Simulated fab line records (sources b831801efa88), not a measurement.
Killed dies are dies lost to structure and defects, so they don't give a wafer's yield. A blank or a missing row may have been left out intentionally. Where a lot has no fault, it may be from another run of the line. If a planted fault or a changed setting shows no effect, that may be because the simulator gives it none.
Struck lot and sound lot, side by side / flow sky130 / 37 out of 708 route steps
Sound: wafers L552.2, L552.3, L552.6. The struck wafers were L543.1, L543.2, L543.4. The cause is named last.
Each step with rows lists, per side, the tool, then ch with its chambers, then its first start. Under that, the readings that differ: sound wafers / struck wafers / difference of the means / sigmas: that difference in standard deviations of wafers without a fault.
alike: readings with means less than 2 such deviations apart, plus words and numbers identical on both sides. not compared: withheld readings, readings lacking a value on some wafer, bounds such as >300 that could conceal the same value, and numbers that have no deviation in the record and whose values overlap.
A row with sigmas, a row that says differs or no value, or rows on one side alone: a step with any of these is where the two part. Numbers that don't overlap but have no deviation are shown without sigmas and don't part them. Lack of a reading on every wafer of one side parts them only where that side has two or more wafers.

first, 10 steps without rows for these wafers: SKY_VIA3_CLEAN_18 (cleans in IPA, time 180 s); SKY_VIA3_CLEAN_19 (cleans in O3/DIW); SKY_VIA3_SPUTTER_20 (material TiN, target thk 20 nm, time 80 s); SKY_VIA3_CVD_21 (deposits W, target thk 390 nm, time 117.31 s); SKY_VIA3_CMP_24 (polishes, stops on SiO2, t overpolish 20 s, target thk 0 nm); SKY_METAL4_SPUTTER_00 (material Ti, target thk 15 nm, time 10 s); SKY_METAL4_SPUTTER_01 (material TiN, target thk 20 nm, time 16.7 s); SKY_METAL4_SPUTTER_02 (material AlCu, target thk 735 nm, time 39.1 s); SKY_METAL4_SPUTTER_03 (material Ti, target thk 5 nm, time 3.3 s); SKY_METAL4_SPUTTER_04 (material TiN, target thk 70 nm, time 58.3 s).
SKY_CAP2M_CVD_00: deposits SiO2, target thk 15.5 nm.
  sound on pecvd-04 ch 0,2, day 45 17:02; struck on pecvd-02 ch 0,1,2, day 43 14:25
reading=rf fwd power W (W); sound=441.7 442.5 442.7; struck=513.6 511.1 511.5; difference=+69.8; sigmas=+37
reading=model.SiO2_of_CAP2M_CVD_00.thk nm (nm); sound=15.07 15.13 15.43; struck=16.12 16.24 16.41; difference=+1.05; sigmas=
  alike: heater power outer w, heater power w
SKY_CAP2M_THK_MEAS_01:
  sound on film metro-02, day 45 17:04; struck on film metro-03, day 43 14:26
reading=CAP2M_CVD_00_THK (nm); sound=15.11 15.15 15.50; struck=16.10 16.23 16.41; difference=+0.99; sigmas=+4
then, 23 steps without rows for these wafers: SKY_CAP2M_SPUTTER_02 (material TiN, target thk 200 nm, time 166.7 s); SKY_CAP2M_DEHYDRATE_05 (time 60 s); SKY_CAP2M_HMDS_06 (prime time 60 s); SKY_CAP2M_COAT_07 (resist thk 1140 nm); SKY_CAP2M_SOFTBAKE_08 (time 60 s); SKY_CAP2M_EXPOSE_09 (exposes mask CAP2M, target cd 1000 nm); SKY_CAP2M_PEB_10; SKY_CAP2M_DEVELOP_11 (develop time 60 s); SKY_CAP2M_METAL_ETCH_13 (etches TiN in Cl2/BCl3, stops on SiO2, target depth 220 nm, time 62.9 s); SKY_CAP2M_STRIP_14 (strips in O2/N2); SKY_CAP2M_STRIP_15 (strips in post etch residue remover, time 1200 s); SKY_CAP2M_CLEAN_16 (cleans in IPA, time 180 s); SKY_CAP2M_CLEAN_17 (cleans in O3/DIW); SKY_METAL4_DEHYDRATE_05 (time 60 s); SKY_METAL4_HMDS_06 (prime time 60 s); SKY_METAL4_COAT_07 (resist thk 60 nm); SKY_METAL4_COAT_08 (resist thk 1140 nm); SKY_METAL4_SOFTBAKE_09 (time 90 s); SKY_METAL4_EXPOSE_10 (exposes mask MM4, target cd 300 nm); SKY_METAL4_PEB_11; SKY_METAL4_DEVELOP_12 (develop time 60 s); SKY_METAL4_DESCUM_15 (chemistry O2, time 8 s); SKY_METAL4_ETCH_16 (etches BARC in N2/H2, stops on SiO2, time 88.2 s, target depth 60 nm).
SKY_METAL4_ETCH_17: etches SiO2 in C4F8/O2/Ar, stops on TiN, time 3.9 s, target depth 15 nm.
  sound on rie diel-03 ch 0,2, day 47 11:14; struck on rie diel-03 ch 0,1,3, day 45 11:20
reading=oes product au (a.u.); sound=0.736 0.740 0.753; struck=0.766 0.773 0.773; difference=+0.028; sigmas=+4
reading=model.etch.depth nm (nm); sound=15.07 15.13 15.43; struck=16.12 16.24 16.41; difference=+1.05; sigmas=
  alike: bias w, rf fwd power W
  not compared: rf hours counter h
-- the record jumps here: 4 days lie between the struck wafers' starts before and after (it left off in module METAL4 and takes up again in module PAD_OPEN, whose first step shown is number 708 of the route) --
SKY_PAD_OPEN_PROBE_99:
  sound on prober-01, day 50 16:09; struck on prober-02, day 48 23:56
reading=model.etest.cap mim2.bv v (V); sound=13.61 13.3 13.98; struck=14.02 14.21 14.14; difference=+0.49; sigmas=
reading=model.etest.cap mim2.c ff um2; sound=2.398 2.411 2.359; struck=2.245 2.244 2.207; difference=-0.157; sigmas=
  alike: defect limited yield, killed_at_M0_to_M3, killed_at_M4_up, killed at contacts, killed at front end, killed at other, killed dies, killed open, killed short, sort_bin_3_pad_short, sort_bin_5_function, sort_bin_6_memory, sort n pass, sort yield pct

WHERE THEY PART
At SKY_CAP2M_CVD_00 first; at SKY_METAL4_ETCH_17 last (within this record only). Later steps at which nothing parts them and some readings are alike: SKY_PAD_OPEN_PROBE_99.

WHY: whatever the simulator had introduced
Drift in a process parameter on pecvd-02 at SKY_CAP2M_CVD_00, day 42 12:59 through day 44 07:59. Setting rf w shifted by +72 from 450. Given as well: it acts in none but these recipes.
